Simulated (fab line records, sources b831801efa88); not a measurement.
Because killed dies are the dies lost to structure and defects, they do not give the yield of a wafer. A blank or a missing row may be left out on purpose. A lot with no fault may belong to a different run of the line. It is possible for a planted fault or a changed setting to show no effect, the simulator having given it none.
Chamber matching + flow sky130 + 3 sister chambers for SKY_CONTACT_CMP_27 on cmp-01
The step polishes, stops on SiO2, t overpolish 15 s, target thk 0 nm. 6 wafers are shown with their chamber, then 7 later ones without.

EACH WAFER AND ITS CHAMBER
| wafer  | chamber | time to endpoint s (s) | motor current A (A) |
|--------|---------|------------------------|---------------------|
| L554.5 | 0       | 80                     | 10.4                |
| L559.5 | 3       | 79                     | 12.7                |
| L565.3 | 0       | 77                     | 11.2                |
| L565.5 | 2       | 81                     | 11.4                |
| L568.2 | 3       | 80                     | 11.6                |
| L568.3 | 2       | 85                     | 11.5                |

WAFERS MISSING THEIR CHAMBER
| wafer  | time to endpoint s (s) | motor current A (A) |
|--------|------------------------|---------------------|
| L568.5 | 83                     | 12.1                |
| L570.1 | 74                     | 11.0                |
| L570.5 | 79                     | 11.5                |
| L570.6 | 74                     | 12.1                |
| L573.1 | 84                     | 11.4                |
| L573.4 | 80                     | 12.1                |
| L573.6 | 85                     | 12.6                |

THE CHAMBER EACH PASSED THROUGH
| wafer  | from the rows above          | in truth                   |
|--------|------------------------------|----------------------------|
| L568.5 | can't be placed: 2 or 3      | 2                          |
| L570.1 | can't be placed: 0 or 3      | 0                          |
| L570.5 | can't be placed: 3 or 0 or 2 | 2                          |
| L570.6 | can't be placed: 3 or 0 or 2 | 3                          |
| L573.1 | 2                            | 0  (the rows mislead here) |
| L573.4 | can't be placed: 3 or 2      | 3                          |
| L573.6 | can't be placed: 2 or 3      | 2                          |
Placed correctly: 0 of 7. These rows do not allow placing 6 (true chamber among the candidates in 6). Number placed wrongly: 1.
How it was worked out, from the rows above alone: a wafer's distance from a chamber is the root of the sum, over the readings, of the square of ((its reading less the chamber's mean) divided by the reading's scatter). If the next closest chamber is less than 2 further off than the closest, the wafer can't be placed; otherwise it belongs to the closest. The mean given for a chamber averages the wafers shown for that chamber. The scatter: take each reading less its chamber's mean, square it, sum over the shown wafers, divide by the number of wafers less the number of chambers, and take the root.
